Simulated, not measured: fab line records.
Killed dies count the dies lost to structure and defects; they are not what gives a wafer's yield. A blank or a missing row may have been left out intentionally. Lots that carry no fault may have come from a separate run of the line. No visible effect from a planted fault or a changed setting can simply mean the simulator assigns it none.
Comparing a struck lot with a sound one | flow sfq_line | 43 out of 325 route steps
Sound: these wafers, L222.3, L222.4, L222.5. The struck wafers were L212.2, L212.5, L212.6. Last of all comes the cause.
Per side, at each step with rows, come the tool, then ch with its chambers, and then its first start. Under that, the readings that differ: sound wafers | struck wafers | difference of the means | sigmas: that difference in standard deviations of wafers without a fault.
alike: readings with means less than 2 such deviations apart, plus words and numbers identical on both sides. not compared: withheld readings, readings lacking a value on some wafer, bounds such as >300 that could conceal the same value, and numbers that have no deviation in the record and whose values overlap.
A row with sigmas, a row that says differs or no value, or rows on one side alone: a step with any of these is where the two part. Numbers that have no deviation but don't overlap get no sigmas and don't part them. Lack of a reading on every wafer of one side parts them only where that side has two or more wafers.

SFQ_TRILAYER_JJ_CE_BARC_OPEN_RIE_150: chemistry O2, target BARC, target depth 240 nm, time 80 s.
  sound on rie_metal-04 ch 0,1, day 63 04:34; struck on rie_metal-01 ch 0,1, day 56 13:16
  alike: drypump_motor_current_A, oes_product_au
  not compared: rf_hours_counter_h
SFQ_TRILAYER_JJ_CE_ETCH_RIE_118: chemistry SF6, target Nb, stops on Al2O3, time 97.7 s, target depth 170 nm.
  sound on rie_metal-04 ch 0,1, day 63 04:40; struck on rie_metal-01 ch 0,1, day 56 13:22
  alike: drypump_motor_current_A, oes_product_au
  not compared: rf_hours_counter_h
then, 9 steps without rows for these wafers: SFQ_TRILAYER_JJ_ANODIZE_ANODIZE_119; SFQ_TRILAYER_JJ_CE_STRIP_STRIP_120 (strips in O2); SFQ_TRILAYER_JJ_CE_STRIP_SOLV_CLEAN_121 (cleans in NMP, time 600 s); SFQ_TRILAYER_M5_LITHO_COAT_128 (resist thk 62 nm); SFQ_TRILAYER_M5_LITHO_COAT_123 (resist thk 600 nm); SFQ_TRILAYER_M5_LITHO_SOFTBAKE_127; SFQ_TRILAYER_M5_LITHO_EXPOSE_124 (exposes mask M5, target cd 700 nm); SFQ_TRILAYER_M5_LITHO_PEB_126 (peb time 60 s); SFQ_TRILAYER_M5_LITHO_DEVELOP_125 (time 60 s).
-- the record jumps here: 5 days lie between the struck wafers' starts before and after --
SFQ_M5_OVL_MEAS_932:
  sound: overlay-01 at day 68 18:41; struck: overlay-02 at day 61 14:01
  alike: M5_OVL
SFQ_TRILAYER_M5_BARC_OPEN_METAL_ETCH_161: etches BARC in O2, target depth 125 nm, time 41.7 s.
  sound on rie_metal-02 ch 0,1, day 68 18:43; struck on rie_metal-04 ch 0,1, day 61 14:03
  no value came back on the struck wafers for bias_w (W), chamber_pressure_mTorr (mTorr), drypump_motor_current_A (A), oes_product_au (a.u.); on the sound wafers bias_w (W) reads 79.91 80.26 80.10
  reading                                             | sound             | struck            | difference | sigmas
  model.KrF_of_TRILAYER_M5_LITHO_COAT_123.thk_nm (nm) | 521.5 523.8 520.6 | 573.9 572.8 574.2 | +51.7      |
  not compared: rf_hours_counter_h
SFQ_TRILAYER_M5_ETCH_METAL_ETCH_126: etches Nb in Cl2/BCl3, stops on SiO2, time 203.2 s, target depth 265 nm.
  sound on rie_metal-02 ch 0,1, day 68 18:50; struck on rie_metal-04 ch 0,1, day 61 14:07
  reading                                             | sound             | struck            | difference | sigmas
  oes_product_au (a.u.)                               | 0.730 0.724 0.731 | 0.374 0.384 0.371 | -0.352     | -56
  model.KrF_of_TRILAYER_M5_LITHO_COAT_123.thk_nm (nm) | 367 371.5 367.3   | 417.4 416.4 419.9 | +49.3      |
  alike: bias_w, chamber_pressure_mTorr, drypump_motor_current_A
  not compared: rf_hours_counter_h
then, 7 steps without rows for these wafers: SFQ_TRILAYER_M5_STRIP_STRIP_127 (strips in O2); SFQ_TRILAYER_M5_STRIP_SOLV_CLEAN_128 (cleans in NMP, time 600 s); SFQ_TRILAYER_A5B_DEP_PECVD_129 (deposits SiO2 from SiH4/N2O, time 133.33 s, target thk 600 nm); SFQ_TRILAYER_A5B_CMP_CMP_130 (polishes, stops on Nb, target thk 340.7 nm); SFQ_TRILAYER_A5B_METRO_MEASURE_131; SFQ_TRILAYER_R5_DEP_SPUTTER_132 (material Ti, target thk 5 nm, time 5 s); SFQ_TRILAYER_R5_DEP_SPUTTER_133 (material MoNx, target thk 40 nm, time 66.7 s).
SFQ_TRILAYER_R5_DEP_SPUTTER_134: material Ti, target thk 5 nm, time 5 s.
  sound: pvd_sputter-03 at day 69 00:05; struck: pvd_sputter-04 at day 61 19:28
  alike: throttle_valve_pct
SFQ_R5_RS_MEAS_933: the measuring method here is four-point-probe.
  sound: film_metro-03 at day 69 00:09; struck: film_metro-03 at day 61 19:29
  alike: R5_MONX_RS
SFQ_R5_THK_MEAS_934: measures by xrf.
  sound: film_metro-03 at day 69 00:15; struck: film_metro-03 at day 61 19:36
  alike: R5_MONX_THK
then, 3 steps without rows for these wafers: SFQ_TRILAYER_R5_LITHO_COAT_141 (resist thk 62 nm); SFQ_TRILAYER_R5_LITHO_COAT_136 (resist thk 600 nm); SFQ_TRILAYER_R5_LITHO_SOFTBAKE_140.
-- the record jumps here: 5 days lie between the struck wafers' starts before and after --
SFQ_TRILAYER_R5_LITHO_EXPOSE_137: exposes mask R5, target cd 500 nm.
  sound on krf_scanner-01 ch 0, day 73 17:24; struck on krf_scanner-02, day 67 04:02
  no value came back on the struck wafers for exposure_dose_mJ_cm2, focus_offset_nm (nm); on the sound wafers exposure_dose_mJ_cm2 reads 14.393 14.398 14.385
  alike: mask
then, 2 steps without rows for these wafers: SFQ_TRILAYER_R5_LITHO_PEB_139 (peb time 60 s); SFQ_TRILAYER_R5_LITHO_DEVELOP_138 (time 60 s).
SFQ_R5_OVL_MEAS_935:
  sound: overlay-02 at day 73 18:31; struck: overlay-01 at day 67 05:20
  reading     | sound  | struck | difference                    | sigmas
  R5_OVL (nm) | -2 1 5 | - - -  | no value on the struck wafers |
SFQ_TRILAYER_R5_BARC_OPEN_METAL_ETCH_177: etches BARC in O2, target depth 125 nm, time 41.7 s.
  sound on rie_metal-02 ch 0,1, day 73 18:34; struck on rie_metal-03 ch 0,1, day 67 05:22
  alike: bias_w, chamber_pressure_mTorr, drypump_motor_current_A, oes_product_au
  not compared: rf_hours_counter_h
SFQ_TRILAYER_R5_ETCH_METAL_ETCH_139: etches the open film in Cl2, stops on SiO2, target depth 60 nm, time 40 s.
  sound on rie_metal-02 ch 0,1, day 73 18:37; struck on rie_metal-03 ch 0,1, day 67 05:26
  alike: bias_w, chamber_pressure_mTorr, drypump_motor_current_A, oes_product_au
  not compared: rf_hours_counter_h
then, 8 steps without rows for these wafers: SFQ_TRILAYER_R5_STRIP_STRIP_140 (strips in O2); SFQ_TRILAYER_R5_STRIP_SOLV_CLEAN_141 (cleans in NMP, time 600 s); SFQ_TRILAYER_A5C_DEP_PECVD_142 (deposits SiO2 from SiH4/N2O, time 15.556 s, target thk 70 nm); SFQ_TRILAYER_I5_LITHO_COAT_149 (resist thk 62 nm); SFQ_TRILAYER_I5_LITHO_COAT_144 (resist thk 650 nm); SFQ_TRILAYER_I5_LITHO_SOFTBAKE_148; SFQ_TRILAYER_I5_LITHO_PEB_147 (peb time 60 s); SFQ_TRILAYER_I5_LITHO_DEVELOP_146 (time 60 s).
-- the record jumps here: 5 days lie between the struck wafers' starts before and after --
SFQ_TRILAYER_I5_ETCH_VIA_ETCH_147: etches the open film in CHF3, stops on Nb, target depth 360 nm.
  sound on rie_diel-01 ch 0,2,3, day 74 11:31; struck on rie_diel-04 ch 1,2,3, day 72 10:23
  reading               | sound             | struck            | difference                    | sigmas
  oes_product_au (a.u.) | 0.994 0.991 0.995 | 0.373 0.375 0.382 | -0.617                        | -99 or more
  model.I5.cd_nm (nm)   | 699.9 703 701.5   | - - -             | no value on the struck wafers |
  alike: bias_w, chamber_pressure_mTorr, drypump_motor_current_A
-- the record jumps here: 16 days lie between the struck wafers' starts before and after --
SFQ_M8_BOW_MEAS_951:
  sound: film_metro-03 at day 90 07:01; struck: film_metro-01 at day 88 02:04
  reading                       | sound                | struck | difference | sigmas
  model.etest.r5.comb_log10_ohm | 12 12 12             | 0 0 0  | -12        |
  model.etest.m5.comb_log10_ohm | 12 12 12             | 0 0 0  | -12        |
  model.etest.jj.g_times        | 0.9978 0.9933 0.9958 | 0 0 0  | -1         |
  alike: M8_BOW

WHERE THEY PART
At SFQ_TRILAYER_M5_BARC_OPEN_METAL_ETCH_161 first; at SFQ_TRILAYER_I5_ETCH_VIA_ETCH_147 last (within this record only). Later steps at which nothing parts them and some readings are alike: SFQ_M8_BOW_MEAS_951.

WHY: whatever the simulator had introduced
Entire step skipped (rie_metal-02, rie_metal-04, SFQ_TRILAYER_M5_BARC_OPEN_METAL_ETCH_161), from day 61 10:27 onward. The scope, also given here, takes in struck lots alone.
